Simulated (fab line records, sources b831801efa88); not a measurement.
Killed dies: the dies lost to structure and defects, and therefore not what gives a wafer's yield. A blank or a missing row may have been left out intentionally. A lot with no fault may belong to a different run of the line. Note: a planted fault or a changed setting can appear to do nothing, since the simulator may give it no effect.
What tool caused it? | flow gf180mcu | Sampling: 14 lots, 42 wafers, 3 of 602 route steps

## WHAT THE GAUGES SHOWED, per wafer
GF_POLY_GATE_THK_MEAS_01. Usual: POLY_GATE_CVD_00_THK gives 200.2 nm (standard deviation 2.2).
lot  | measured     | on           | POLY_GATE_CVD_00_THK (nm) | flag
L103 | day 8 12:28  | filmMetro-04 | 199.3 198.3 198.3         | 
L104 | day 8 18:55  | filmMetro-04 | 195.8 195.9 195.8         | 
L105 | day 9 01:35  | filmMetro-02 | 195.9 195.8 195.4         | 
L106 | day 9 08:51  | filmMetro-02 | 198.9 199.2 198.4         | 
L107 | day 9 16:16  | filmMetro-03 | 198.5 199.8 198.9         | 
L108 | day 9 19:05  | filmMetro-03 | 202.6 200.6 200.8         | 
L109 | day 10 03:24 | filmMetro-02 | 202.2 199.9 201.6         | 
L110 | day 10 13:01 | filmMetro-04 | 201.1 200.4 200.8         | 
L111 | day 10 17:16 | filmMetro-03 | 200.7 200.2 201.5         | 
L121 | day 14 00:34 | filmMetro-04 | 198.4 198.5 199.5         | 
L120 | day 14 03:21 | filmMetro-02 | 202.2 202.2 201.4         | 
L122 | day 14 10:34 | filmMetro-03 | 203.9 204.3 202.7         | 
L123 | day 14 14:19 | filmMetro-03 | 201.7 199.7 199.9         | 
L125 | day 15 07:48 | filmMetro-03 | 199.4 201.0 200.1         | 

GF_PSD_RS_MEAS_15: uses a four-point probe to measure. Usual: PSD_RS gives 108.56 ohm/sq (standard deviation 0.29).
lot  | measured     | on           | PSD_RS (ohm/sq)      | flag
L103 | day 14 08:22 | filmMetro-04 | 108.78 108.83 108.99 | 
L104 | day 14 17:39 | filmMetro-04 | 108.20 108.51 108.54 | 
L105 | day 14 23:11 | filmMetro-02 | 108.39 108.09 108.01 | 
L106 | day 15 12:38 | filmMetro-04 | 108.42 108.84 108.50 | 
L107 | day 15 16:27 | filmMetro-02 | 108.27 108.34 108.17 | 
L108 | day 15 20:30 | filmMetro-01 | 108.70 108.79 108.89 | 
L109 | day 16 06:31 | filmMetro-02 | 108.83 108.71 108.82 | 
L110 | day 16 19:58 | filmMetro-01 | 108.38 107.97 108.26 | 
L111 | day 16 21:27 | filmMetro-04 | 108.91 109.10 108.81 | 
L121 | day 21 04:22 | filmMetro-02 | 108.43 108.23 108.46 | 
L120 | day 21 03:49 | filmMetro-01 | 108.98 108.54 108.73 | 
L122 | day 21 12:16 | filmMetro-04 | 108.80 108.81 108.79 | 
L123 | day 21 14:55 | filmMetro-02 | 108.76 108.55 108.70 | 
L125 | day 22 11:35 | filmMetro-04 | 108.37 108.71 108.63 | 

## EACH LOT AND THE TOOL THAT RAN IT (in order: tool; ch and the chambers of the sampled wafers; start)
lot  | GF_VT_IMPLANT_EXPOSE_26
L103 | ilineStepper-02 ch 0, day 6 15:16
L104 | ilineStepper-01 ch 0, day 6 20:36
L105 | ilineStepper-01 ch 0, day 7 02:55
L106 | ilineStepper-01 ch 0, day 7 08:11
L107 | ilineStepper-02 ch 0, day 7 14:46
L108 | ilineStepper-02 ch 0, day 7 16:38
L109 | ilineStepper-02 ch 0, day 8 01:40
L110 | ilineStepper-02 ch 0, day 8 09:44
L111 | ilineStepper-01 ch 0, day 8 14:22
L121 | ilineStepper-01 ch 0, day 11 17:31
L120 | ilineStepper-01 ch 0, day 11 19:13
L122 | ilineStepper-02 ch 0, day 12 03:29
L123 | ilineStepper-02 ch 0, day 12 06:12
L125 | ilineStepper-02 ch 0, day 12 21:59
- GF_VT_IMPLANT_EXPOSE_26: exposes mask LVPWELL HV AREA, target cd 860 nm.

## WHAT THE TOOLS THEMSELVES READ (means of the sampled wafers that have a number; where no wafer has one, the mark that the record gives instead)
GF_VT_IMPLANT_EXPOSE_26. Usual: 140.00 for exposureDoseMJCm2, sd 0.14.
lot  | tool            | exposureDoseMJCm2 | flag
L103 | ilineStepper-02 | 140.08            | 
L104 | ilineStepper-01 | 140.02            | 
L105 | ilineStepper-01 | 139.80            | 
L106 | ilineStepper-01 | 140.19            | 
L107 | ilineStepper-02 | 139.85            | 
L108 | ilineStepper-02 | 140.09            | 
L109 | ilineStepper-02 | 140.12            | 
L110 | ilineStepper-02 | 139.92            | 
L111 | ilineStepper-01 | 139.96            | 
L121 | ilineStepper-01 | 135.38            | OFF
L120 | ilineStepper-01 | 135.37            | OFF
L122 | ilineStepper-02 | 139.98            | 
L123 | ilineStepper-02 | 140.06            | 
L125 | ilineStepper-02 | 139.92            | 

## THE ANSWER, worked out from the rows above alone
Rule: take the mean of a lot's wafers that have a number; if it is more than 3 standard deviations from the usual mean, the lot is off. A lot without any number at a reading at which 4 lots or more have one is off too. Any other lot the step has rows for is counted as sound. The gauges are gone through in route order, then the tools' own readings, and for those a lot's mean is taken as printed above. The first step at which some lot is off is used, and at that step the reading that is off furthest; a lot without a number counts as furthest.
Off: L121, L120 (GF_VT_IMPLANT_EXPOSE_26, exposureDoseMJCm2).
A tool fits if, at that step or a process step before it, it ran every lot that is off, and no sound lot after the first of them. One fits: GF_VT_IMPLANT_EXPOSE_26 on ilineStepper-01. Its last sound lot is L111 (day 8 14:22), its first lot that is off L121 (day 11 17:31): a fault that began between those two fits.
On the lots that are off, the tool's own readings at GF_VT_IMPLANT_EXPOSE_26 differ by more than 5 times the standard deviation of the sound lots' means, which bears it out; exposureDoseMJCm2 reads 135.38 there versus 140.00 on the sound lots.

## WHAT THE SIMULATOR PUT IN
Drift in process parameters on ilineStepper-01 at GF_VT_IMPLANT_EXPOSE_26, starting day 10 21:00. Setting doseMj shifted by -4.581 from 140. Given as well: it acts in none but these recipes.
Lots struck among those shown: L121, L120. Same finding as the rule above.
